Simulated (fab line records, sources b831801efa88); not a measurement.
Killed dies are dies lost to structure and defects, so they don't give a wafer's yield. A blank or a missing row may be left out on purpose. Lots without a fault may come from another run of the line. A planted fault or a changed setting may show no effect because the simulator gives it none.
Problem report in the 8D (eight disciplines) form, filled by code | flow gf180mcu | the parts of the form that need people (team, actions taken, sign-off) are left out

1. THE PROBLEM
PASSIVATION_CVD_00_THK at GF_PASSIVATION_THK_MEAS_01 reads a mean of 1111 nm on 6 wafers of 2 lots; wafers without a fault read 1005 nm with a standard deviation of 13. That is +8.1 standard deviations from the usual mean.
First seen on wafer L272.2, day 34 14:03, on film_metro-04. The record holds 33 wafers of 11 lots with a number at this step. Rule for "out", or "out of limits": more than 4 standard deviations from the usual mean. The other wafers with a number count as sound.

2. WHAT IT IS AND WHAT IT IS NOT
question                    | is                           | is not
which readings at this step | PASSIVATION_CVD_00_THK       | -
which lots                  | L272, L273                   | L250, L252, L253, L254, L256, L257, L261, L262, L263
which wafers of those lots  | all that have a number       | -
read on which gauges        | film_metro-01, film_metro-04 | film_metro-02
when                        | from day 34 14:03            | up to then (27 sound wafers)

3. SUSPECTS, AND WHAT RULES EACH OUT
Counting: a tool at a process step up to the reading stays a suspect if it ran every lot that is out and no sound lot after the first of them.
- the gauge at GF_PASSIVATION_THK_MEAS_01: ruled out. The wafers that are out were read on 2 gauges (film_metro-01, film_metro-04).
- cmp-02 at GF_V5_CMP_26 (polishes, stops on SiO2, t overpolish 15 s, target thk 0 nm): kept. It ran every lot that is out, first L272 (day 33 20:56), and no sound lot after that; its last sound lot up to then is L261 (day 30 19:44).
- pecvd-03 at GF_PASSIVATION_CVD_00 (deposits SiO2 from TEOS, target thk 1000 nm, time 111.95 s): kept. It ran every lot that is out, first L272 (day 34 13:58), and no sound lot after that; its last sound lot up to then is L261 (day 31 14:30). Its own readings are out on those wafers: rf_fwd_power_W.
Left after counting: cmp-02 at GF_V5_CMP_26, pecvd-03 at GF_PASSIVATION_CVD_00.

4. THE CAUSE (what the simulator had put in)
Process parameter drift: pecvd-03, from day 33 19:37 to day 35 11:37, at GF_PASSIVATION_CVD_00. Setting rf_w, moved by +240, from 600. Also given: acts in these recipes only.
Counting left 2 suspects, and this tool is among them.

5. THE CHAIN OF EFFECTS, in route order
Each row: a reading whose mean over the struck wafers that have a number lies more than 3 standard deviations from the usual. Only readings for which the record gives a usual standard deviation are gone through. hours: the time from each lot's start at the first step in this table that gives one to its start at this step, as a median over the lots. sigmas: the change in usual standard deviations.
hours | step                       | reading                | usual   | on struck wafers | change | sigmas
0     | GF_PASSIVATION_CVD_00      | rf_fwd_power_W         | 596.1 W | 836.3            | +240.2 | +99 or more
0     | GF_PASSIVATION_THK_MEAS_01 | PASSIVATION_CVD_00_THK | 1005 nm | 1111             | +106   | +8.1
The process steps in it:
- GF_PASSIVATION_CVD_00: deposits SiO2 from TEOS, target thk 1000 nm, time 111.95 s.

6. WHAT WOULD HAVE CAUGHT IT SOONER
In this record the first reading out of limits at a measuring or inspecting step was taken at day 34 14:03, 18 hours after the fault began at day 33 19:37.
The tool's own readings at GF_PASSIVATION_CVD_00 were out on every struck wafer that the step has a row for (rf_fwd_power_W): an alarm limit on them would have fired on the first of those.
Of the lots that are out (2), L273 began GF_PASSIVATION_CVD_00 on pecvd-03 after day 34 14:03. A hold on the tool at that time would have spared it.
